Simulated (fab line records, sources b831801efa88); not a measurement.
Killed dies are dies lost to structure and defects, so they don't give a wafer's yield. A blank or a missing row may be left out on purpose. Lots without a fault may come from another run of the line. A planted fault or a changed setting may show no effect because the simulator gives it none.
A struck lot beside a sound one | flow sfq_line | 42 steps out of a route of 325
Sound: wafers L971.1, L971.3, L971.4. Struck: wafer L981.1. (L981.2, L981.4 of the same lot were not struck and are left out.) The cause comes at the end.
At each step with rows: each side's tool, then ch and its chambers, then its first start. Under that, the readings that differ: sound wafers | struck wafers | difference of the means | sigmas: that difference in standard deviations of wafers without a fault.
alike: readings whose means differ by less than 2 such deviations, and words and numbers that are the same on both sides. not compared: withheld readings, readings that some wafer has no value for, bounds like >300 that may hide the same value, and numbers for which the record gives no deviation and whose values overlap.
The two part at a step that has a row with sigmas, a row that says differs or no value, or rows on one side only. Numbers that don't overlap but have no deviation are shown without sigmas and don't part them. A reading that every wafer of one side lacks parts them only if that side has two wafers or more.

first, 6 steps without rows for these wafers: SFQ_TRILAYER_M1_LITHO_COAT_044 (resist thk 62 nm); SFQ_TRILAYER_M1_LITHO_COAT_039 (resist thk 600 nm); SFQ_TRILAYER_M1_LITHO_SOFTBAKE_043; SFQ_TRILAYER_M1_LITHO_EXPOSE_040 (exposes mask M1, target cd 500 nm); SFQ_TRILAYER_M1_LITHO_PEB_042 (peb time 60 s); SFQ_TRILAYER_M1_LITHO_DEVELOP_041 (time 60 s).
SFQ_M1_OVL_MEAS_911:
  sound on overlay-02, day 12 05:54; struck on overlay-02, day 14 21:42
  alike: M1_OVL
then, 2 steps without rows for these wafers: SFQ_TRILAYER_M1_BARC_OPEN_METAL_ETCH_054 (etches BARC in O2, target depth 125 nm, time 41.7 s); SFQ_TRILAYER_M1_ETCH_METAL_ETCH_042 (etches Nb in Cl2/Ar, stops on SiO2, target depth 240 nm, time 120 s).
SFQ_TRILAYER_M1_STRIP_STRIP_043: strips in O2.
  sound on rie_metal-04 ch 0,1, day 12 06:07; struck on rie_metal-01 ch 1, day 14 21:55
  alike: drypump_motor_current_A, oes_product_au, platen_temp_c
  not compared: rf_hours_counter_h
then, 2 steps without rows for these wafers: SFQ_TRILAYER_M1_STRIP_SOLV_CLEAN_044 (cleans in NMP, time 600 s); SFQ_TRILAYER_I1_DEP_PECVD_045 (deposits SiO2 from SiH4/N2O, time 111.11 s, target thk 500 nm).
SFQ_TRILAYER_I1_CMP_CMP_046: polishes SiO2.
  sound on cmp-02 ch 0,1,2, day 12 20:05; struck on cmp-02 ch 0, day 15 03:05
  reading                                             | sound         | struck | difference | sigmas
  time_to_endpoint_s (s)                              | 205 210 211   | 175    | -34        | -5
  model.SiO2_of_TRILAYER_I1_DEP_PECVD_045.thk_nm (nm) | 198 199 198.5 | 250.5  | +52.0      |
  alike: edge_zone_pressure_frac, motor_current_A, slurry_filter_dp_kPa
SFQ_I1_BOW_MEAS_912:
  sound on film_metro-03, day 12 23:05; struck on film_metro-04, day 15 05:05
  alike: I1_BOW
SFQ_TRILAYER_I1_METRO_MEASURE_047:
  sound on film_metro-03, day 12 23:13; struck on film_metro-04, day 15 05:13
  reading     | sound             | struck | difference | sigmas
  thk_nm (nm) | 197.9 199.1 198.5 | 250.5  | +52.0      | +52
then, 6 steps without rows for these wafers: SFQ_TRILAYER_I1_VIA_LITHO_COAT_054 (resist thk 62 nm); SFQ_TRILAYER_I1_VIA_LITHO_COAT_049 (resist thk 650 nm); SFQ_TRILAYER_I1_VIA_LITHO_SOFTBAKE_053; SFQ_TRILAYER_I1_VIA_LITHO_EXPOSE_050 (exposes mask I1, target cd 500 nm); SFQ_TRILAYER_I1_VIA_LITHO_PEB_052 (peb time 60 s); SFQ_TRILAYER_I1_VIA_LITHO_DEVELOP_051 (time 60 s).
-- the record jumps here: 6 days lie between the struck wafers' starts before and after --
SFQ_I1_OVL_MEAS_913:
  sound on overlay-01, day 18 08:43; struck on overlay-02, day 21 12:24
  alike: I1_OVL
then, 1 step without rows for these wafers: SFQ_TRILAYER_I1_VIA_BARC_OPEN_VIA_ETCH_071 (etches BARC in O2, target depth 125 nm, time 41.7 s).
SFQ_TRILAYER_I1_VIA_ETCH_VIA_ETCH_052: etches SiO2 in CHF3, stops on Nb, target depth 260 nm.
  sound on rie_diel-04 ch 0,1,2, day 18 08:47; struck on rie_diel-03 ch 1, day 21 12:29
  reading                        | sound             | struck | difference | sigmas
  oes_product_au (a.u.)          | 0.856 0.850 0.848 | 0.974  | +0.123     | +25
  model.I1.feature_depth_nm (nm) | 198 199 198.5     | 250.5  | +52.0      |
  model.etch.depth_nm (nm)       | 198 199 198.5     | 250.5  | +52.0      |
  alike: bias_w, drypump_motor_current_A
SFQ_TRILAYER_I1_VIA_STRIP_STRIP_053: strips in O2.
  sound on rie_metal-03 ch 0,1, day 18 08:54; struck on rie_metal-03 ch 0, day 21 12:35
  alike: drypump_motor_current_A, oes_product_au, platen_temp_c
  not compared: rf_hours_counter_h
then, 1 step without rows for these wafers: SFQ_TRILAYER_I1_VIA_STRIP_SOLV_CLEAN_054 (cleans in NMP, time 600 s).
SFQ_TRILAYER_M2_DEP_PRE_CLEAN_056: time 22.5 s.
  sound on pvd_sputter-04, day 18 09:40; struck on pvd_sputter-05, day 21 13:59
  reading                                             | sound           | struck | difference | sigmas
  model.SiO2_of_TRILAYER_I1_DEP_PECVD_045.thk_nm (nm) | 190.5 191.5 191 | 243    | +52        |
SFQ_TRILAYER_M2_DEP_SPUTTER_055: material Nb, target thk 200 nm, time 133.3 s.
  sound on pvd_sputter-04, day 18 09:42; struck on pvd_sputter-05, day 21 14:01
  alike: throttle_valve_pct
SFQ_M2_RS_MEAS_914: measures by four-point-probe.
  sound on film_metro-01, day 18 09:47; struck on film_metro-04, day 21 14:07
  reading           | sound             | struck | difference | sigmas
  M2_NB_RS (ohm/sq) | 0.909 0.903 0.900 | 0.882  | -0.022     | -2
then, 6 steps without rows for these wafers: SFQ_TRILAYER_M2_LITHO_COAT_062 (resist thk 62 nm); SFQ_TRILAYER_M2_LITHO_COAT_057 (resist thk 600 nm); SFQ_TRILAYER_M2_LITHO_SOFTBAKE_061; SFQ_TRILAYER_M2_LITHO_EXPOSE_058 (exposes mask M2, target cd 500 nm); SFQ_TRILAYER_M2_LITHO_PEB_060 (peb time 60 s); SFQ_TRILAYER_M2_LITHO_DEVELOP_059 (time 60 s).
-- the record jumps here: 7 days lie between the struck wafers' starts before and after --
SFQ_M2_OVL_MEAS_916:
  sound on overlay-02, day 25 00:05; struck on overlay-02, day 28 13:12
  alike: M2_OVL
SFQ_TRILAYER_M2_BARC_OPEN_METAL_ETCH_077: etches BARC in O2, target depth 125 nm, time 41.7 s.
  sound on rie_metal-03 ch 0,1, day 25 00:07; struck on rie_metal-01 ch 1, day 28 13:14
  alike: bias_w, drypump_motor_current_A, oes_product_au
  not compared: rf_hours_counter_h
SFQ_TRILAYER_M2_ETCH_METAL_ETCH_060: etches Nb in Cl2/Ar, stops on SiO2, target depth 240 nm, time 120 s.
  sound on rie_metal-03 ch 0,1, day 25 00:11; struck on rie_metal-01 ch 1, day 28 13:17
  alike: bias_w, drypump_motor_current_A, oes_product_au
  not compared: rf_hours_counter_h
then, 3 steps without rows for these wafers: SFQ_TRILAYER_M2_STRIP_STRIP_061 (strips in O2); SFQ_TRILAYER_M2_STRIP_SOLV_CLEAN_062 (cleans in NMP, time 600 s); SFQ_TRILAYER_I2_DEP_PECVD_063 (deposits SiO2 from SiH4/N2O, time 111.11 s, target thk 500 nm).
-- the record jumps here: 61 days lie between the struck wafers' starts before and after --
SFQ_M8_BOW_MEAS_951:
  sound on film_metro-02, day 84 12:55; struck on film_metro-03, day 89 20:11
  reading                 | sound             | struck | difference | sigmas
  M8_BOW (um)             | 7 -8 3            | 21     | +20        | +2
  model.etest.i1.link_ohm | 1.981 1.983 1.972 | 2.008  | +0.029     |

WHERE THEY PART
First at SFQ_TRILAYER_I1_CMP_CMP_046; last, within this record, at SFQ_M8_BOW_MEAS_951.

WHY: what the simulator had put in
Process parameter drift: cmp-02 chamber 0, from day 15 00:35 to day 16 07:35, at SFQ_TRILAYER_I1_CMP_CMP_046. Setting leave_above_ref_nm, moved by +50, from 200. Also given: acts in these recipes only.
